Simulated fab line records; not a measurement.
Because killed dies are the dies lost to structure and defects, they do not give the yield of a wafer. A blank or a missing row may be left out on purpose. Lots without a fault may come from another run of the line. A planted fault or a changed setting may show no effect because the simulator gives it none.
fab line records	flow sky130
record lots=6	wafers=18	last-day=50
route steps=708 shown FIELD_ISO@19 NWELL@32 DNWELL@35 PWDE@45 SALICIDE@361 PAD_OPEN@708
lots that met no fault: taken from a fault-free run of the same line
start-h: hours from the record's first day to the start of the lot's first wafer shown	wait-h: how many hours have passed since the lot's step before this one	" same as the row above	L1.1+2: one row covering several wafers at once	- no value, or no start given	* or withheld: withheld	< > ~ a bound
route shown NAME@n: names a module that has steps shown in the file, with the first one's number in the route	usual: mean and standard deviation over wafers with no fault	same: alike in all rows	chamber/n: place in a boat	sites: per-site readings	_std_site: their standard deviation	_edge_site: mean of outer sites minus mean of inner sites	radius-mm: how far each site lies from the wafer's centre	mask NAME#n: copy n	behind: the tool/chamber that last shaped the wafer	hold: why the lot was held/for how many hours/how that ended	device: which transistor (n, p or np) failed to switch	end of line: tests of these same wafers at the route's end	for a step that has no rows: nothing shown but its recipe	killed: not the wafer's yield, but the dies lost to structure and defects at the first sort	map: the dies of a wafer, with x for killed, . for not killed, _ for no die there
set.NAME: setting as actually run; set.NAME@STEP: the setting as run at that earlier step	model.NAME: the simulator's own value behind a step, which no gauge read
certain route steps with their lots: each step a table, each wafer a row
services: from which hour (start-h, from the record's first day; less than 0 if before it) a tool's chamber was out of use, for how many hours, and why
## steps
# step SKY_FIELD_ISO_WET_ETCH_18
# recipe chemistry=H3PO4	target-depth-nm=25	temp-c=160	target=Si3N4	time-s=286
# step SKY_FIELD_ISO_CLEAN_19
# recipe chemistry=SC1/SC2	mix=1:4:20	temp-c=70	time-s=150
# step SKY_FIELD_ISO_CLEAN_20
# recipe chemistry=dHF	time-s=20	dilution=100:1
# step SKY_FIELD_ISO_WET_ETCH_21
# recipe chemistry=dHF	dilution=100:1	target-depth-nm=20	dry=ipa-marangoni	target=SiO2	temp-c=25	time-s=400
# step SKY_FIELD_ISO_OXIDATION_22
# recipe temp-c=950	ambient=O2	stabilise-s=600	purge-s=300	target-thk-a=100	ox-time-s=623
# step SKY_FIELD_ISO_THK_MEAS_23
# recipe reads=SiO2_of_FIELD_ISO_OXIDATION_22
# usual FIELD_ISO_OXIDATION_01_THK=10.07/0.19
lot.wafer	tool	chamber	start-h	wait-h	FIELD_ISO_OXIDATION_01_THK[nm]
L504.1	film-metro-02	-	48.38	0.0	9.92
L504.4	"	-	"	"	9.97
L504.6	"	-	"	"	10.02
L507.3	film-metro-02	-	56.61	0.0	10.36
L507.4	"	-	"	"	10.25
L507.5	"	-	"	"	10.30
L512.1	film-metro-02	-	85.69	0.0	10.27
L512.3	"	-	"	"	10.26
L512.6	"	-	"	"	10.00
L513.1	film-metro-01	-	88.19	0.0	9.61
L513.3	"	-	"	"	9.76
L513.6	"	-	"	"	9.84
L522.3	film-metro-02	-	135.58	0.0	10.16
L522.4	"	-	"	"	10.09
L522.5	"	-	"	"	10.11
L523.2	film-metro-02	-	139.80	0.0	9.75
L523.4	"	-	"	"	9.84
L523.5	"	-	"	"	9.73
# step SKY_FIELD_ISO_CVD_24
# recipe material=SiO2	target-thk-nm=595	temp-c=650	sigma-open-frac=0.3	time-s=99.2	sih4-flow-sccm=60	pressure-mtorr=6
# step SKY_FIELD_ISO_THK_MEAS_25
# recipe reads=SiO2_of_FIELD_ISO_CVD_24
# usual FIELD_ISO_CVD_24_THK=592/4.7
lot.wafer	tool	chamber	start-h	wait-h	FIELD_ISO_CVD_24_THK[nm]
L504.1	film-metro-02	-	48.52	0.0	592
L504.4	"	-	"	"	600
L504.6	"	-	"	"	593
L507.3	film-metro-01	-	56.75	0.1	597
L507.4	"	-	"	"	591
L507.5	"	-	"	"	593
L512.1	film-metro-02	-	85.83	0.0	589
L512.3	"	-	"	"	588
L512.6	"	-	"	"	589
L513.1	film-metro-02	-	88.32	0.0	597
L513.3	"	-	"	"	590
L513.6	"	-	"	"	596
L522.3	film-metro-02	-	135.71	0.1	601
L522.4	"	-	"	"	594
L522.5	"	-	"	"	588
L523.2	film-metro-04	-	139.93	0.0	586
L523.4	"	-	"	"	579
L523.5	"	-	"	"	586
# step SKY_FIELD_ISO_ANNEAL_26
# recipe temp-c=1000	time-s=1800	ambient=N2
# step SKY_FIELD_ISO_CMP_27
# recipe stop-on=Si3N4	t-overpolish-s=16	down-force-psi=4	platen-rpm=60	target-thk-nm=457.8	pad-velocity-m-s=0.94248
# usual motor-current-A=11.8/0.67	overpolish-run-s=16.000/0.0092	time-to-endpoint-s=110/3
lot.wafer	tool	chamber	start-h	wait-h	motor-current-A	overpolish-run-s	time-to-endpoint-s
L504.1	cmp-01	0	51.61	0.4	12.2	16.016	110
L504.4	"	1	"	"	11.6	16.014	109
L504.6	"	0	"	"	12.1	15.994	109
L507.4	cmp-01	3	59.49	0.1	10.9	15.984	108
L507.3	"	1	"	"	11.6	15.994	108
L507.5	"	3	"	"	10.8	15.995	111
L512.3	cmp-02	1	88.76	0.1	12.4	15.995	109
L512.1	"	2	"	"	10.8	16.001	115
L512.6	"	1	"	"	12.9	16.006	109
L513.1	cmp-02	1	91.76	0.1	12.5	15.988	108
L513.3	"	3	"	"	11.1	16.017	109
L513.6	"	1	"	"	12.9	16.001	113
L522.3	cmp-01	0	138.35	0.1	13.1	15.995	115
L522.4	"	1	"	"	12.0	16.012	110
L522.5	"	3	"	"	10.9	16.009	113
L523.4	cmp-01	1	142.58	0.0	11.3	15.997	104
L523.2	"	3	"	"	10.6	15.991	103
L523.5	"	2	"	"	12.0	15.999	104
# step SKY_FIELD_ISO_WET_ETCH_28
# recipe chemistry=dHF	target-depth-nm=23.7	target=SiO2	dilution=10:1	temp-c=25	time-s=47
# step SKY_FIELD_ISO_WET_ETCH_29
# recipe chemistry=H3PO4	target-depth-nm=160	target=Si3N4	temp-c=160	time-s=1825
# step SKY_FIELD_ISO_WET_ETCH_30
# recipe chemistry=dHF	target-depth-nm=25	target=SiO2	dilution=10:1	temp-c=25	time-s=50
# usual run-length-s=79/3.3
lot.wafer	tool	chamber	start-h	wait-h	run-length-s	model.SiO2_of_FIELD_ISO_CVD_24.thk-nm
L504.1	wet-bench-02	0	52.48	0.0	75	404.3
L504.4	"	0	"	"	75	403.7
L504.6	"	0	"	"	75	403.6
L507.3	wet-bench-01	3	60.32	0.0	82	405
L507.4	"	3	"	"	82	404.1
L507.5	"	3	"	"	82	405
L512.1	wet-bench-01	0	89.64	0.0	57	417.8
L512.3	"	0	"	"	57	418.7
L512.6	"	0	"	"	57	419.1
L513.1	wet-bench-01	1	92.55	0.0	58	418.9
L513.3	"	1	"	"	58	418.3
L513.6	"	1	"	"	58	418.4
L522.3	wet-bench-02	3	139.09	0.0	75	406.5
L522.4	"	3	"	"	75	405.6
L522.5	"	3	"	"	75	405.5
L523.2	wet-bench-03	2	143.47	0.0	75	405
L523.4	"	2	"	"	75	405.2
L523.5	"	2	"	"	75	404.7
# step SKY_NWELL_CLEAN_00
# recipe chemistry=SC1/SC2	mix=1:4:20	temp-c=70	time-s=150	dry=n2-spin
# step SKY_NWELL_OXIDATION_01
# recipe temp-c=900	ambient=O2	stabilise-s=600	purge-s=300	target-thk-a=100	ox-time-s=1418
# step SKY_NWELL_THK_MEAS_02
# recipe reads=SiO2_of_NWELL_OXIDATION_01
# usual NWELL_OXIDATION_THK=10.08/0.2
lot.wafer	tool	chamber	start-h	wait-h	NWELL_OXIDATION_THK[nm]
L504.1	film-metro-03	-	55.50	0.0	9.95
L504.4	"	-	"	"	9.89
L504.6	"	-	"	"	9.99
L507.3	film-metro-02	-	61.82	0.0	10.35
L507.4	"	-	"	"	10.22
L507.5	"	-	"	"	10.23
L512.1	film-metro-02	-	94.35	0.0	10.07
L512.3	"	-	"	"	10.10
L512.6	"	-	"	"	10.19
L513.1	film-metro-04	-	94.35	0.0	10.07
L513.3	"	-	"	"	10.16
L513.6	"	-	"	"	9.98
L522.3	film-metro-03	-	141.20	0.0	9.86
L522.4	"	-	"	"	9.84
L522.5	"	-	"	"	9.99
L523.2	film-metro-02	-	146.57	0.0	10.35
L523.4	"	-	"	"	10.37
L523.5	"	-	"	"	10.45
# step SKY_DNWELL_DEHYDRATE_00
# recipe temp-c=200	time-s=60
# step SKY_DNWELL_HMDS_01
# recipe prime-time-s=60	prime-temp-c=120
# step SKY_DNWELL_COAT_02
# recipe spin-rpm=2000	resist-thk-nm=3000
# step SKY_DNWELL_SOFTBAKE_03
# recipe temp-c=110	time-s=withheld
# step SKY_DNWELL_EXPOSE_04
# recipe mask-id=DNM	na=0.57	target-cd-nm=3000	dose-mj=222
# step SKY_DNWELL_PEB_05
# recipe temp-c=115	time-s=withheld
# step SKY_DNWELL_DEVELOP_06
# recipe wall-angle-deg=90	developer=TMAH	develop-time-s=60	dev-temp-c=23
# step SKY_DNWELL_IMPLANT_07
# recipe species=P	energy-kev=withheld	dose-cm2=withheld	tilt-deg=withheld
# step SKY_DNWELL_STRIP_08
# recipe chemistry=O2/N2	power-w=1400	pressure-mtorr=1500	platen-temp-c=withheld	o2-flow-sccm=3000	n2-flow-sccm=300	overash-fraction=0.5
# usual drypump-motor-current-A=5.9/0.42	oes-product-au=0.722/0.0044	strip-time-to-endpoint-s=36.91/0.12
lot.wafer	tool	chamber	start-h	wait-h	drypump-motor-current-A	oes-product-au	rf-hours-counter-h	strip-time-to-endpoint-s
L504.1	plasma-asher-04	1	72.10	0.1	6.6	0.724	29	36.89
L504.4	"	0	"	"	5.7	0.721	-	37.03
L504.6	"	1	"	"	6.6	0.717	-	37.10
L507.3	plasma-asher-03	1	77.99	0.1	5.3	0.719	-	36.79
L507.4	"	0	"	"	5.8	0.723	-	36.89
L507.5	"	0	"	"	5.8	0.717	-	36.91
L513.1	plasma-asher-01	0	110.80	0.1	6.1	0.726	46	36.82
L513.3	"	1	"	"	5.6	0.726	-	36.75
L513.6	"	0	"	"	6.1	0.721	-	36.66
L512.1	plasma-asher-01	0	111.10	0.1	6.1	0.723	46	36.79
L512.3	"	0	"	"	6.2	0.727	-	36.75
L512.6	"	0	"	"	6.1	0.726	-	36.79
L522.3	plasma-asher-01	0	160.28	0.1	6.1	0.714	-	37.05
L522.4	"	1	"	"	5.6	0.720	-	37.07
L522.5	"	1	"	"	5.6	0.724	-	36.92
L523.2	plasma-asher-03	1	166.44	0.1	5.3	0.721	5	37.14
L523.4	"	0	"	"	5.8	0.726	-	37.06
L523.5	"	0	"	"	5.8	0.730	-	37.04
# step SKY_DNWELL_TW_MEAS_09
# usual DNWELL_TW=1104/13
lot.wafer	tool	chamber	start-h	wait-h	DNWELL_TW
L504.1	film-metro-03	-	72.20	0.1	1096
L504.4	"	-	"	"	1093
L504.6	"	-	"	"	1099
L507.3	film-metro-04	-	78.07	0.1	1116
L507.4	"	-	"	"	1121
L507.5	"	-	"	"	1130
L513.1	film-metro-03	-	110.90	0.1	1112
L513.3	"	-	"	"	1114
L513.6	"	-	"	"	1114
L512.1	film-metro-03	-	111.20	0.1	1117
L512.3	"	-	"	"	1110
L512.6	"	-	"	"	1115
L522.3	film-metro-03	-	160.37	0.1	1100
L522.4	"	-	"	"	1096
L522.5	"	-	"	"	1104
L523.2	film-metro-02	-	166.55	0.1	1090
L523.4	"	-	"	"	1086
L523.5	"	-	"	"	1089
# step SKY_PWDE_DEHYDRATE_00
# recipe temp-c=200	time-s=60
# step SKY_PWDE_HMDS_01
# recipe prime-time-s=60	prime-temp-c=120
# step SKY_PWDE_COAT_02
# recipe spin-rpm=2000	resist-thk-nm=3000
# step SKY_PWDE_SOFTBAKE_03
# recipe temp-c=110	time-s=withheld
# step SKY_PWDE_EXPOSE_04
# recipe mask-id=PWDEM	na=0.6	source-shape=conventional	sigma-outer=0.6	polarization=unpolarized	target-cd-nm=840	dose-mj=214
# step SKY_PWDE_PEB_05
# recipe temp-c=115	time-s=withheld
# step SKY_PWDE_DEVELOP_06
# recipe wall-angle-deg=90	developer=TMAH	develop-time-s=60	dev-temp-c=23
# step SKY_PWDE_OVL_MEAS_07
# usual PWDE_OVL=-0.4/1.7
lot.wafer	tool	chamber	start-h	wait-h	PWDE_OVL[nm]
L504.1	overlay-01	-	88.80	-	-1.8
L504.4	"	-	"	"	-2.0
L504.6	"	-	"	"	-0.5
L507.3	overlay-02	-	94.21	-	1.3
L507.4	"	-	"	"	1.2
L507.5	"	-	"	"	-0.9
L513.1	overlay-01	-	128.94	-	0.2
L513.3	"	-	"	"	-0.7
L513.6	"	-	"	"	-0.8
L512.1	overlay-01	-	129.20	-	3.3
L512.3	"	-	"	"	2.2
L512.6	"	-	"	"	1.3
L522.3	overlay-01	-	180.11	-	-2.0
L522.4	"	-	"	"	-0.7
L522.5	"	-	"	"	-1.8
L523.2	overlay-02	-	187.35	-	-1.0
L523.4	"	-	"	"	1.1
L523.5	"	-	"	"	-0.6
# step SKY_PWDE_IMPLANT_08
# recipe species=B	energy-kev=150	dose-cm2=3.6e+12	tilt-deg=withheld
# step SKY_PWDE_STRIP_09
# recipe chemistry=O2/N2	power-w=1400	pressure-mtorr=1500	platen-temp-c=withheld	o2-flow-sccm=3000	n2-flow-sccm=300	overash-fraction=0.5
# usual drypump-motor-current-A=6.0/0.51	oes-product-au=0.722/0.0054	strip-time-to-endpoint-s=36.90/0.092
lot.wafer	tool	chamber	start-h	wait-h	drypump-motor-current-A	oes-product-au	rf-hours-counter-h	strip-time-to-endpoint-s
L504.1	plasma-asher-03	0	88.98	0.1	5.8	0.710	40	36.82
L504.4	"	1	"	"	5.3	0.722	-	36.83
L504.6	"	0	"	"	5.8	0.726	-	36.69
L507.3	plasma-asher-02	0	94.41	0.1	6.1	0.718	-	36.92
L507.4	"	1	"	"	6.8	0.724	-	36.92
L507.5	"	1	"	"	6.8	0.715	-	36.79
L513.1	plasma-asher-02	0	129.13	0.1	6.0	0.720	38	36.81
L513.3	"	1	"	"	6.8	0.713	-	36.91
L513.6	"	1	"	"	6.8	0.717	-	36.78
L512.1	plasma-asher-03	0	129.38	0.1	5.8	0.724	1	36.92
L512.3	"	1	"	"	5.3	0.731	-	37.07
L512.6	"	0	"	"	5.8	0.729	-	36.91
L522.3	plasma-asher-02	1	180.31	0.1	6.8	0.729	-	36.72
L522.4	"	0	"	"	6.0	0.725	-	36.81
L522.5	"	0	"	"	6.1	0.721	-	36.68
L523.2	plasma-asher-03	1	187.53	0.1	5.3	0.719	7	36.88
L523.4	"	1	"	"	5.3	0.727	-	36.94
L523.5	"	0	"	"	5.8	0.719	-	36.85
# step SKY_PWDE_TW_MEAS_10
# usual PWDE_TW=370/4
lot.wafer	tool	chamber	start-h	wait-h	PWDE_TW
L504.1	film-metro-04	-	89.08	0.1	378
L504.4	"	-	"	"	377
L504.6	"	-	"	"	376
L507.3	film-metro-03	-	94.50	0.1	367
L507.4	"	-	"	"	368
L507.5	"	-	"	"	371
L513.1	film-metro-02	-	129.23	0.1	369
L513.3	"	-	"	"	368
L513.6	"	-	"	"	371
L512.1	film-metro-03	-	129.48	0.1	368
L512.3	"	-	"	"	368
L512.6	"	-	"	"	370
L522.3	film-metro-03	-	180.40	0.1	370
L522.4	"	-	"	"	368
L522.5	"	-	"	"	371
L523.2	film-metro-03	-	187.64	0.1	368
L523.4	"	-	"	"	370
L523.5	"	-	"	"	372
# step SKY_NWELL_DEHYDRATE_03
# recipe temp-c=200	time-s=60
# step SKY_NWELL_HMDS_04
# recipe prime-time-s=60	prime-temp-c=120
# step SKY_NWELL_COAT_05
# recipe spin-rpm=2000	resist-thk-nm=3000
# step SKY_NWELL_SOFTBAKE_06
# recipe temp-c=110	time-s=withheld
# step SKY_NWELL_EXPOSE_07
# recipe mask-id=NWM	na=0.6	source-shape=conventional	sigma-outer=0.6	polarization=unpolarized	target-cd-nm=840	dose-mj=255
# step SKY_SALICIDE_CLEAN_00
# recipe chemistry=HF-last	time-s=30	dilution=100:1	dry=ipa-marangoni
lot.wafer	tool	chamber	start-h	wait-h	model.SiO2_of_FIELD_ISO_CVD_24.thk-nm
L504.1	wet-bench-01	1	681.14	0.1	358.1
L504.4	"	1	"	"	357.7
L504.6	"	1	"	"	357.4
L507.3	wet-bench-03	2	684.69	0.1	359.2
L507.4	"	2	"	"	358.4
L507.5	"	2	"	"	359.1
L512.1	wet-bench-04	3	732.20	0.1	371.8
L512.3	"	3	"	"	372.6
L512.6	"	3	"	"	373.1
L522.3	wet-bench-03	1	808.80	0.1	360.2
L522.4+5	"	1	"	"	359.2
L523.2	wet-bench-03	0	811.80	0.1	358.7
L523.4	"	0	"	"	358.9
L523.5	"	0	"	"	358.4
# step SKY_PAD_OPEN_PROBE_99
# usual killed_at_M0_to_M3=44/7.4	killed_at_M4_up=3.0/1.6	killed-at-contacts=24/5	killed-at-front-end=15/4.6	killed-at-other=0.4/0.65	killed-dies=86/9.6	killed-open=48/7.4	killed-short=38/6.9
# same gross-dies=492	killed-at-back-side=0
lot.wafer	tool	chamber	start-h	wait-h	killed_at_M0_to_M3	killed_at_M4_up	killed-at-contacts	killed-at-front-end	killed-at-other	killed-dies	killed-open	killed-short	model.etest.res_p_drift_20v.line-ohm-um	model.etest.res_p_drift_20v.rs-ohm-sq	model.etest.pfet_16v.r-on-ohm-um	model.etest.res-nwell.rs-ohm-sq	model.etest.cap-li-to-poly.c-af-um2	model.etest.cap-poly-to-well.c-af-um2	model.etest.field-p.vt-v	model.etest.field-n.vt-v
L504.1	prober-02	-	1098.81	0.1	40	2	21	16	3	82	50	29	1.155e+04	9610	1.541e+04	957.3	97.52	91.08	-42.08	35.88
L504.4	prober-02	-	1098.96	0.2	46	4	11	29	2	92	52	38	1.122e+04	9401	1.521e+04	938.5	101.9	92.25	-41.43	35.46
L504.6	prober-02	-	1099.06	0.2	49	3	26	14	1	93	48	44	1.144e+04	9671	1.533e+04	956.8	98.61	90.05	-42	35.81
L507.3	prober-02	-	1109.56	0.2	42	5	30	15	0	92	54	38	1.106e+04	9160	1.507e+04	903.6	99.85	91.54	-40.03	36.12
L507.4	prober-02	-	1109.61	0.2	49	3	21	20	0	93	51	42	1.122e+04	9186	1.51e+04	914.8	99.75	90.95	-40.07	36.23
L507.5	prober-02	-	1109.66	0.2	42	3	24	13	1	83	52	30	1.094e+04	9057	1.505e+04	906.8	98.21	90.17	-39.79	36.11
L512.1	prober-02	-	1133.69	0.1	55	2	29	16	1	103	53	49	1.22e+04	1.011e+04	1.596e+04	1047	107.2	90.97	-45.15	36.65
L512.3	prober-02	-	1133.79	0.2	47	1	29	8	0	85	44	40	1.279e+04	1.051e+04	1.609e+04	1078	101.1	88.01	-46.13	36.86
L512.6	prober-02	-	1133.94	0.2	52	2	20	7	0	81	38	43	1.253e+04	1.034e+04	1.603e+04	1076	105.5	86.83	-45.95	36.78
L522.3	prober-01	-	1187.36	0.2	51	5	25	12	1	94	54	40	1.064e+04	8777	1.516e+04	962.9	98.29	90.1	-42.46	36.13
L522.4	prober-01	-	1187.41	0.2	47	5	19	8	0	79	47	32	1.037e+04	8647	1.495e+04	955.4	99.53	91.05	-41.96	35.84
L522.5	prober-01	-	1187.46	0.2	39	1	31	19	0	90	59	31	1.032e+04	8632	1.498e+04	948.4	100.4	91.22	-41.97	35.87
L523.2	prober-02	-	1188.23	0.1	44	1	24	20	0	89	49	40	1.325e+04	1.107e+04	1.537e+04	1003	98.37	89.57	-43.89	36.37
L523.4	prober-02	-	1188.33	0.2	39	4	27	15	0	85	39	46	1.294e+04	1.075e+04	1.518e+04	996.6	98.95	92.28	-43.32	36.16
L523.5	prober-02	-	1188.38	0.2	51	3	34	8	0	96	55	41	1.263e+04	1.054e+04	1.505e+04	981.5	94.58	92.21	-42.68	35.81
# killed by level:class
L504.1 VIA1:geometric-particle:open=13 CONTACT:geometric-particle:open=8 VIA3:geometric-particle:open=6 CONTACT:geometric-particle:short=5 VIA2:geometric-particle:open=5 FIELD_ISO:geometric-particle:open=4 POLY_GATE:geometric-particle:short=4 LI_CONTACT:geometric-particle:open=4
L504.4 VIA1:geometric-particle:open=17 VIA3:geometric-particle:open=11 FIELD_ISO:geometric-particle:open=9 FIELD_ISO:geometric-particle:short=8 POLY_GATE:geometric-particle:short=5 METAL2:geometric-particle:short=5 LI_CONTACT:geometric-particle:open=4 VIA1:geometric-particle:short=4
L504.6 VIA1:geometric-particle:open=14 CONTACT:geometric-particle:open=8 METAL1:geometric-particle:short=8 VIA2:geometric-particle:open=7 LI_CONTACT:geometric-particle:open=6 CONTACT:geometric-particle:short=5 VIA3:geometric-particle:open=5 LI_CONTACT:geometric-particle:short=4
L507.3 LI_CONTACT:geometric-particle:open=10 VIA1:geometric-particle:open=9 VIA3:geometric-particle:open=8 CONTACT:geometric-particle:open=8 VIA2:geometric-particle:short=6 METAL1:geometric-particle:short=5 LI_CONTACT:geometric-particle:short=4 LOCAL_INTERCONNECT:geometric-particle:short=4
L507.4 VIA1:geometric-particle:open=12 LI_CONTACT:geometric-particle:open=9 VIA3:geometric-particle:open=9 METAL2:geometric-particle:short=8 VIA1:geometric-particle:short=7 POLY_GATE:geometric-particle:short=6 CONTACT:geometric-particle:open=6 FIELD_ISO:geometric-particle:short=5
L507.5 VIA1:geometric-particle:open=11 VIA3:geometric-particle:open=10 LI_CONTACT:geometric-particle:open=9 CONTACT:geometric-particle:open=9 FIELD_ISO:geometric-particle:open=4 VIA2:geometric-particle:short=4 METAL2:geometric-particle:short=4 LOCAL_INTERCONNECT:geometric-particle:short=3
L512.1 VIA1:geometric-particle:open=12 METAL2:geometric-particle:short=9 VIA1:geometric-particle:short=8 VIA2:geometric-particle:open=8 LI_CONTACT:geometric-particle:open=7 CONTACT:geometric-particle:open=7 CONTACT:geometric-particle:short=6 VIA3:geometric-particle:open=6
L512.3 VIA1:geometric-particle:open=10 LI_CONTACT:geometric-particle:open=9 CONTACT:geometric-particle:open=8 VIA2:geometric-particle:open=8 VIA1:geometric-particle:short=7 METAL1:geometric-particle:short=5 LOCAL_INTERCONNECT:geometric-particle:short=4 CONTACT:geometric-particle:short=4
L512.6 METAL1:geometric-particle:short=8 VIA3:geometric-particle:open=7 VIA1:geometric-particle:open=7 VIA2:geometric-particle:open=7 CONTACT:geometric-particle:open=6 CONTACT:geometric-particle:short=6 METAL2:geometric-particle:short=5 VIA2:geometric-particle:short=5
L522.3 VIA1:geometric-particle:open=14 VIA3:geometric-particle:open=12 CONTACT:geometric-particle:open=8 VIA1:geometric-particle:short=7 CONTACT:geometric-particle:short=6 LI_CONTACT:geometric-particle:open=6 METAL2:geometric-particle:short=5 VIA2:geometric-particle:open=5
L522.4 VIA1:geometric-particle:open=14 METAL2:geometric-particle:short=10 CONTACT:geometric-particle:open=10 VIA3:geometric-particle:open=7 METAL1:geometric-particle:short=5 VIA2:geometric-particle:open=4 LI_CONTACT:geometric-particle:open=4 VIA2:geometric-particle:short=4
L522.5 CONTACT:geometric-particle:open=18 VIA1:geometric-particle:open=9 VIA3:geometric-particle:open=9 FIELD_ISO:geometric-particle:open=6 VIA2:geometric-particle:open=6 POLY_GATE:geometric-particle:short=4 VIA2:geometric-particle:short=4 VIA1:geometric-particle:short=3
L523.2 VIA1:geometric-particle:open=16 CONTACT:geometric-particle:open=8 POLY_GATE:geometric-particle:open=6 POLY_GATE:geometric-particle:short=6 VIA2:geometric-particle:open=6 LI_CONTACT:geometric-particle:open=6 VIA1:geometric-particle:short=6 METAL2:geometric-particle:short=6
L523.4 CONTACT:geometric-particle:open=8 VIA1:geometric-particle:open=8 FIELD_ISO:geometric-particle:short=6 LI_CONTACT:geometric-particle:open=6 CONTACT:geometric-particle:short=6 METAL2:geometric-particle:short=6 VIA2:geometric-particle:open=5 METAL3:geometric-particle:short=4
L523.5 CONTACT:geometric-particle:open=15 VIA1:geometric-particle:open=14 CONTACT:geometric-particle:short=8 VIA1:geometric-particle:short=8 LI_CONTACT:geometric-particle:open=6 METAL2:geometric-particle:short=5 VIA2:geometric-particle:open=4 VIA2:geometric-particle:short=4
## services
tool	chamber	start-h	hours	kind
wet-bench-01	-	44.62	2.2	repair
plasma-asher-03	-	84.62	1.5	repair
cmp-01	-	85.83	6.4	pm
cmp-01	-	92.20	5.7	pm
plasma-asher-03	-	108.75	9.0	pm
wet-bench-01	-	122.65	1.8	repair
wet-bench-01	-	128.64	4.4	repair
wet-bench-03	-	178.10	1.2	repair
cmp-01	-	178.66	1.3	repair
cmp-01	-	195.01	0.7	repair
cmp-01	-	208.09	5.5	repair
cmp-01	-	232.17	4.0	pm
cmp-01	-	280.07	3.7	repair
cmp-01	-	323.31	0.2	repair
cmp-01	-	356.25	0.8	repair
cmp-01	-	363.86	3.5	repair
wet-bench-03	-	454.46	1.9	pm
cmp-01	-	460.99	4.9	pm
cmp-01	-	477.20	0.3	repair
cmp-01	-	522.57	4.6	repair
cmp-01	-	531.61	0.3	repair
cmp-01	-	557.80	1.0	repair
cmp-01	-	572.17	4.0	pm
cmp-01	-	577.65	0.6	repair
## key
first-sign step=SKY_FIELD_ISO_WET_ETCH_30	reading=run-length-s	direction=down	sigmas=6.4	usual=*	struck=*
effect none on later readings
model-effect step=SKY_FIELD_ISO_WET_ETCH_30	value=SiO2_of_FIELD_ISO_CVD_24.thk-nm	without=404.7	struck=418.5
model-effect step=SKY_SALICIDE_CLEAN_00	value=SiO2_of_FIELD_ISO_CVD_24.thk-nm	without=358.6	struck=372.5
model-effect step=SKY_PAD_OPEN_PROBE_99	value=etest.res_p_drift_20v.line-ohm-um	without=1.14e+04	struck=1.251e+04
met-at SKY_FIELD_ISO_WET_ETCH_30
struck-wafers L512.1,L512.3,L512.6,L513.1,L513.3,L513.6
rows-end L513.1,L513.3,L513.6
tester-left-out L512
onset-between 60.32 89.64
fault kind=process-parameter-drift	tool=wet-bench-01	chamber=-	onset-h=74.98	steps=SKY_FIELD_ISO_WET_ETCH_30	channel=time-s	offset=*	shape=step	end-h=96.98	acts-in=*	stated=*
# tester-left-out: of these lots the tester's yield and bins aren't shown, on N5 and GAA mostly nor the transistor test; their killed dies are dies lost to structure and defects alone, not to doping, threshold or leakage, so they don't give the yield
# rows-end: these wafers met a further fault down the route, and their rows from its step on are left out
